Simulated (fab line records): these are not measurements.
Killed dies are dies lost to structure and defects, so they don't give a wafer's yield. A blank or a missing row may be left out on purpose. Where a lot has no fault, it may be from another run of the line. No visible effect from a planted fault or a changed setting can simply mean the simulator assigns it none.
Struck lot and sound lot, side by side | flow sky130 | 15 steps out of a route of 708
Sound: these wafers, L527.2, L527.3, L527.6. Wafers struck: L536.1, L536.4, L536.5. At the end, the cause is stated.
For every step that has rows: the tool of each side, followed by ch and its chambers, followed by its first start. Under that, the readings that differ: sound wafers | struck wafers | difference of the means | sigmas: that difference in standard deviations of wafers without a fault.
alike: words and numbers the same on both sides, and readings whose means are apart by under 2 such deviations; not compared: readings that were withheld, readings missing a value for some wafer, numbers with overlapping values and no deviation given by the record, and bounds like >300 which may hide the same value.
A row with sigmas, a row that says differs or no value, or rows on one side alone: a step with any of these is where the two part. Non-overlapping numbers with no deviation appear without sigmas and do not part them. A reading missing from all wafers of one side parts the sides only when that side holds two or more wafers.

first, 6 steps without rows for these wafers: SKY_DNWELL_COAT_02 (resist thk 3000 nm); SKY_DNWELL_SOFTBAKE_03; SKY_DNWELL_EXPOSE_04 (exposes mask DNM, target cd 3000 nm); SKY_DNWELL_PEB_05; SKY_DNWELL_DEVELOP_06 (develop time 60 s); SKY_DNWELL_IMPLANT_07.
SKY_DNWELL_STRIP_08: strips in O2/N2.
  sound on plasma-asher-02 ch 0,1, day 4 10:50; struck on plasma-asher-03 ch 0,1, day 6 06:52
  alike: drypump-motor-current-A, oes-product-au, strip-time-to-endpoint-s
  not compared: rf-hours-counter-h
SKY_DNWELL_TW_MEAS_09:
  sound on film-metro-03, day 4 10:56; struck on film-metro-03, day 6 06:58
  alike: DNWELL_TW
then, 4 steps without rows for these wafers: SKY_PWDE_DEHYDRATE_00 (time 60 s); SKY_PWDE_HMDS_01 (prime time 60 s); SKY_PWDE_COAT_02 (resist thk 3000 nm); SKY_PWDE_SOFTBAKE_03.
SKY_PWDE_EXPOSE_04: exposes mask PWDEM, target cd 840 nm.
  sound on iline-stepper-01 ch 0, day 4 19:21; struck on iline-stepper-01 ch 0, day 6 16:40
  reading              | sound                | struck               | difference | sigmas
  exposure-dose-mJ-cm2 | 213.68 213.86 213.83 | 218.86 218.67 219.02 | +5.06      | +22
  alike: mask, reticle-temp-C
after that, 1 step had no rows for these wafers: SKY_PWDE_PEB_05.
SKY_PAD_OPEN_PROBE_99:
  the record has rows for the sound wafers here (prober-01, day 47 16:04) and none for the struck ones

## WHERE THEY PART
First at SKY_PWDE_EXPOSE_04; last, within this record, at SKY_PAD_OPEN_PROBE_99.

WHY: whatever the simulator had introduced
Drift in process parameters on iline-stepper-01 at SKY_PWDE_EXPOSE_04, starting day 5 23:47. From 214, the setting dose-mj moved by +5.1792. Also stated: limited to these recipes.
